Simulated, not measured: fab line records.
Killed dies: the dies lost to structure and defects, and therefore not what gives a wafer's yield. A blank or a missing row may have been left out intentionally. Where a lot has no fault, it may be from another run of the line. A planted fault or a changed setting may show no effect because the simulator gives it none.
The tool behind it: which one?	flow gf180mcu	39 wafers from 13 lots sampled at 3 of the route's 602 steps

== WHAT THE GAUGES READ, wafer by wafer ==
GF_VT_IMPLANT_RS_MEAS_48: the measuring method here is four-point-probe.
lot	measured	on	LVPWELL_RS (ohm/sq)
L757	day 7 18:41	film metro-04	1190 1189 1190
L759	day 8 09:46	film metro-04	1196 1195 1197
L760	day 8 15:59	film metro-01	1203 1198 1198
L761	day 8 22:59	film metro-01	1200 1197 1200
L763	day 9 13:52	film metro-01	1194 1195 1192
L768	day 10 22:52	film metro-03	1180 1177 1178
L769	day 11 03:44	film metro-01	1173 1174 1175
L770	day 11 09:44	film metro-01	1181 1176 1177
L771	day 11 20:11	film metro-01	1194 1192 1193
L772	day 11 23:20	film metro-01	1194 1193 1197
L773	day 12 06:41	film metro-03	1198 1196 1198
L774	day 12 10:50	film metro-01	1197 1194 1196
L779	day 13 19:47	film metro-01	1194 1195 1194

GF_SALICIDE_THK_MEAS_05: measures by xrf.
lot	measured	on	SALICIDE_TIN_THK (nm)
L757	day 15 00:29	film metro-01	20.0 20.2 20.1
L759	day 16 01:27	film metro-02	20.0 20.1 20.0
L760	day 16 08:19	film metro-01	19.8 19.9 19.9
L761	day 16 22:40	film metro-01	20.0 19.8 20.1
L763	day 17 21:25	film metro-03	20.2 19.9 20.0
L768	day 19 21:31	film metro-03	20.7 20.3 20.5
L769	day 20 06:26	film metro-03	20.9 20.6 20.7
L770	day 20 18:10	film metro-02	19.8 20.1 20.0
L771	day 21 04:19	film metro-01	19.7 19.7 19.9
L772	day 21 05:48	film metro-03	20.1 20.1 20.0
L773	day 21 10:54	film metro-03	20.3 20.4 20.3
L774	day 21 12:57	film metro-01	19.8 19.9 19.8
L779	day 23 04:31	film metro-02	19.9 19.9 19.8

== WHAT TOOL EACH LOT RAN ON (gives the tool, then ch and the chambers of the sampled wafers, and finally the start) ==
lot	GF_LVPWELL_IMPLANT_08
L757	implanter-01 ch 0, day 4 01:41
L759	implanter-01 ch 0, day 4 12:43
L760	implanter-01 ch 0, day 4 18:14
L761	implanter-03 ch 0, day 5 00:27
L763	implanter-02 ch 0, day 5 13:13
L768	implanter-01 ch 0, day 6 17:19
L769	implanter-01 ch 0, day 6 21:53
L770	implanter-01 ch 0, day 7 03:46
L771	implanter-02 ch 0, day 7 12:29
L772	implanter-03 ch 0, day 7 14:59
L773	implanter-03 ch 0, day 7 21:44
L774	implanter-02 ch 0, day 8 02:14
L779	implanter-02 ch 0, day 9 06:47
- GF_LVPWELL_IMPLANT_08

== AS READ BY THE TOOLS THEMSELVES (means over the sampled wafers that have a number; for cases with no such wafer, the mark the record gives instead) ==
GF_LVPWELL_IMPLANT_08.
lot	tool	beam energy keV
L757	implanter-01	169.99
L759	implanter-01	170.06
L760	implanter-01	169.95
L761	implanter-03	170.01
L763	implanter-02	169.98
L768	implanter-01	184.82
L769	implanter-01	184.80
L770	implanter-01	184.77
L771	implanter-02	169.97
L772	implanter-03	169.97
L773	implanter-03	170.10
L774	implanter-02	170.04
L779	implanter-02	169.98

== THE ANSWER, worked out from the rows above alone ==
Rule: what is usual is taken from the lots themselves. The widest of any qualifying gaps counts: lots, ordered by their means at a reading, are off when they make up no more than a third of the lots, leave a main group of 4 or more, and stand apart from it by 3 or more times the standard deviation of that group's means. Not used: any main group whose means are identical at the precision the tables above print for the reading. Also off: a lot with no number at a reading for which 4 or more lots have one. Any other lot the step has rows for is counted as sound. First the gauges in route order, then the tools' own readings, where a lot's mean is used as printed above. The first step at which some lot is off is used, and at that step the reading that is off furthest; a lot without a number counts as furthest.
Off: L768, L769, L770, at GF_VT_IMPLANT_RS_MEAS_48 (LVPWELL_RS). The main group has a mean of 1195 ohm/sq with a standard deviation of 2.8.
If a tool, at a process step before that reading, ran all the lots that are off and no sound lot after the first of them, it fits. The gauges at GF_VT_IMPLANT_RS_MEAS_48 aren't tried: what is off there is off at GF_LVPWELL_IMPLANT_08 too, on other tools, and a gauge's error can't cause that. One fits: implanter-01 at GF_LVPWELL_IMPLANT_08. Its last sound lot is L760 (day 4 18:14), its first lot that is off L768 (day 6 17:19): a fault that began between those two fits.
The tool's own readings at GF_LVPWELL_IMPLANT_08 bear it out: on the lots that are off they differ by more than 5 times the standard deviation of the sound lots' means. beam energy keV reads 184.80 there against 170.00 on the sound lots.

== WHAT WAS PUT IN BY THE SIMULATOR ==
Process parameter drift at GF_LVPWELL_IMPLANT_08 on implanter-01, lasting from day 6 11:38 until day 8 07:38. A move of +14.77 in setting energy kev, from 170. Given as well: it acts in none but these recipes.
Lots struck among those shown: L768, L769, L770. The rule above found the same.
